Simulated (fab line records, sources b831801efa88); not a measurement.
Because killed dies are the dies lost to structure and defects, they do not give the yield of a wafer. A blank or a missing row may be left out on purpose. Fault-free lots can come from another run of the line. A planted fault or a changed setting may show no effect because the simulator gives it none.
Which tool was responsible? | flow gf180mcu | 11 lots, 33 wafers sampled, at 5 steps of a route of 602

## WHAT EACH GAUGE READ, for each wafer
GF_V1_CD_MEAS_14 targets a cd of 260 nm.
lot  | measured     | on        | cd nm (nm)
L312 | day 17 23:27 | cd sem-02 | 259.5 258.7 258.8
L313 | day 18 05:55 | cd sem-02 | 260.5 259.2 258.6
L315 | day 19 05:54 | cd sem-02 | 260.5 260.3 260.1
L316 | day 19 13:53 | cd sem-01 | 259.2 260.5 259.3
L317 | day 19 21:26 | cd sem-02 | 258.7 258.8 258.1
L323 | day 22 08:08 | cd sem-02 | 260.3 261.3 262.0
L327 | day 23 14:22 | cd sem-02 | 261.0 260.3 261.4
L331 | day 24 22:47 | cd sem-02 | 262.5 261.6 262.1
L333 | day 25 12:23 | cd sem-02 | 259.9 260.6 259.9
L334 | day 25 20:19 | cd sem-01 | 259.3 258.8 259.4
L335 | day 26 03:31 | cd sem-02 | 260.5 260.5 260.7

GF_V5_RS_MEAS_24: uses a four-point probe to measure.
lot  | measured     | on            | V5_W_RS (ohm/sq)
L312 | day 27 00:58 | film metro-02 | 0.326 0.330 0.332
L313 | day 27 06:16 | film metro-02 | 0.328 0.321 0.325
L315 | day 28 02:30 | film metro-01 | 0.327 0.331 0.323
L316 | day 28 10:53 | film metro-02 | 0.329 0.326 0.329
L317 | day 28 16:30 | film metro-04 | 0.331 0.334 0.331
L323 | day 30 13:59 | film metro-02 | 0.329 0.331 0.330
L327 | day 31 16:15 | film metro-02 | 0.333 0.334 0.331
L331 | day 32 17:11 | film metro-01 | 0.325 0.323 0.324
L333 | day 33 03:57 | film metro-01 | 0.334 0.336 0.334
L334 | day 33 07:58 | film metro-04 | 0.331 0.325 0.327
L335 | day 33 12:38 | film metro-02 | 0.325 0.326 0.326

## WHICH TOOL RAN EACH LOT (tool, then ch and the chambers of the sampled wafers, then the start)
lot  | GF_M2_METAL_ETCH_16               | GF_M2_STRIP_17                       | GF_M3_SPUTTER_03
L312 | rie metal-04 ch 0,1, day 18 23:43 | plasma asher-01 ch 0,1, day 18 23:50 | pvd sputter-03, day 20 02:04
L313 | rie metal-04 ch 0,1, day 19 06:54 | plasma asher-01 ch 0,1, day 19 07:02 | pvd sputter-04, day 20 09:25
L315 | rie metal-01 ch 0, day 20 07:31   | plasma asher-02 ch 0,1, day 20 07:38 | pvd sputter-04, day 21 10:09
L316 | rie metal-02 ch 0,1, day 20 15:07 | plasma asher-01 ch 0,1, day 20 15:14 | pvd sputter-04, day 21 18:28
L317 | rie metal-01 ch 0,1, day 20 22:36 | plasma asher-01 ch 0,1, day 20 22:44 | pvd sputter-01, day 22 01:25
L323 | rie metal-02 ch 0,1, day 23 08:46 | plasma asher-01 ch 0,1, day 23 08:54 | pvd sputter-04, day 24 09:47
L327 | rie metal-02 ch 0,1, day 24 14:39 | plasma asher-02 ch 0,1, day 24 14:47 | pvd sputter-03, day 25 16:07
L331 | rie metal-01 ch 0,1, day 25 21:54 | plasma asher-03 ch 1, day 25 22:02   | pvd sputter-04, day 26 21:27
L333 | rie metal-04 ch 0,1, day 26 11:39 | plasma asher-03 ch 1, day 26 11:47   | pvd sputter-03, day 27 11:28
L334 | rie metal-04 ch 0,1, day 26 18:48 | plasma asher-03 ch 0,1, day 26 18:56 | pvd sputter-01, day 27 17:50
L335 | rie metal-04 ch 0,1, day 27 02:06 | plasma asher-03 ch 0,1, day 27 02:14 | pvd sputter-03, day 28 00:35
- GF_M2_METAL_ETCH_16: etches the open film in Cl2/BCl3, stops on SiO2, target depth 750.8 nm, time 125.1 s.
- GF_M2_STRIP_17: strips in O2/N2.
- GF_M3_SPUTTER_03: material Ti, target thk 10 nm, time 6.7 s.

## AS READ BY THE TOOLS THEMSELVES (means over the sampled wafers that have a number; for cases with no such wafer, the mark the record gives instead)
GF_M2_METAL_ETCH_16.
lot  | tool         | drypump motor current A (A) | oes product au (a.u.) | rf fwd power W (W) | throttle valve pct (%)
L312 | rie metal-04 | 5.4                         | 0.996                 | 796.2              | 28.232
L313 | rie metal-04 | 5.4                         | 0.989                 | 796.0              | 28.228
L315 | rie metal-01 | 5.4                         | 0.986                 | 794.5              | 28.235
L316 | rie metal-02 | 6.1                         | 0.995                 | 795.0              | 28.228
L317 | rie metal-01 | 5.6                         | 0.985                 | 796.1              | 28.243
L323 | rie metal-02 | 5.8                         | 0.918                 | 667.7              | 28.314
L327 | rie metal-02 | 6.0                         | 0.919                 | 665.6              | 28.305
L331 | rie metal-01 | 5.8                         | 0.987                 | 797.7              | 28.220
L333 | rie metal-04 | 5.7                         | 0.989                 | 793.3              | 28.222
L334 | rie metal-04 | 5.7                         | 0.986                 | 795.2              | 28.226
L335 | rie metal-04 | 5.7                         | 0.985                 | 791.2              | 28.236

GF_M2_STRIP_17.
lot  | tool            | drypump motor current A (A) | heater power w (W) | oes product au (a.u.) | strip time to endpoint s (s)
L312 | plasma asher-01 | 5.6                         | 349                | 0.539                 | 7.38
L313 | plasma asher-01 | 5.8                         | 352                | 0.534                 | 7.40
L315 | plasma asher-02 | 6.1                         | 307                | 0.538                 | 7.45
L316 | plasma asher-01 | 5.5                         | 347                | 0.532                 | 7.36
L317 | plasma asher-01 | 5.8                         | 346                | 0.542                 | 7.45
L323 | plasma asher-01 | 5.8                         | 347                | 0.553                 | 7.76
L327 | plasma asher-02 | 6.1                         | 307                | 0.554                 | 7.76
L331 | plasma asher-03 | 5.1                         | 354                | 0.536                 | 7.35
L333 | plasma asher-03 | 5.1                         | 360                | 0.538                 | 7.37
L334 | plasma asher-03 | 5.3                         | 337                | 0.539                 | 7.42
L335 | plasma asher-03 | 5.3                         | 347                | 0.539                 | 7.41

GF_M3_SPUTTER_03.
lot  | tool           | throttle valve pct (%)
L312 | pvd sputter-03 | 30.5
L313 | pvd sputter-04 | 30.0
L315 | pvd sputter-04 | 31.1
L316 | pvd sputter-04 | 29.4
L317 | pvd sputter-01 | 29.9
L323 | pvd sputter-04 | 29.2
L327 | pvd sputter-03 | 31.2
L331 | pvd sputter-04 | 29.8
L333 | pvd sputter-03 | 31.0
L334 | pvd sputter-01 | 29.8
L335 | pvd sputter-03 | 31.0

## THE ANSWER, worked out from the rows above alone
Rule: what is usual is taken from the lots themselves. The widest of any qualifying gaps counts: lots, ordered by their means at a reading, are off when they make up no more than a third of the lots, leave a main group of 4 or more, and stand apart from it by 3 or more times the standard deviation of that group's means. A main group is skipped when, at the precision printed for the reading in the tables above, its means are all equal. Also off: a lot with no number at a reading for which 4 or more lots have one. Any other lot the step has rows for is counted as sound. First the gauges in route order, then the tools' own readings, where a lot's mean is used as printed above. At the first step where some lot is off, the reading lying furthest off is the one used; lots without a number count as furthest.
Off at GF_M2_METAL_ETCH_16 (rf fwd power W): L323, L327. The main group has a mean of 795.0 W with a standard deviation of 1.8.
A tool fits if, at that step or a process step before it, it ran every lot that is off, and no sound lot after the first of them. One fits: rie metal-02 at GF_M2_METAL_ETCH_16. A fault onset in the window from L316 (day 20 15:07, its last sound lot) to L323 (day 23 08:46, its first lot off) fits.
The tool's own readings at GF_M2_METAL_ETCH_16 bear it out: on the lots that are off they differ by more than 5 times the standard deviation of the sound lots' means. oes product au reads 0.919 a.u. there against 0.989 a.u. on the sound lots; rf fwd power W reads 666.7 W there against 795.0 W on the sound lots; throttle valve pct reads 28.309 % there against 28.230 % on the sound lots.

## WHAT HAD BEEN PUT IN BY THE SIMULATOR
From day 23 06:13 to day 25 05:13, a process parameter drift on rie metal-02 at GF_M2_METAL_ETCH_16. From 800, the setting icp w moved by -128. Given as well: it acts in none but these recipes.
Shown lots that were struck: L323, L327. The same result came from the rule above.
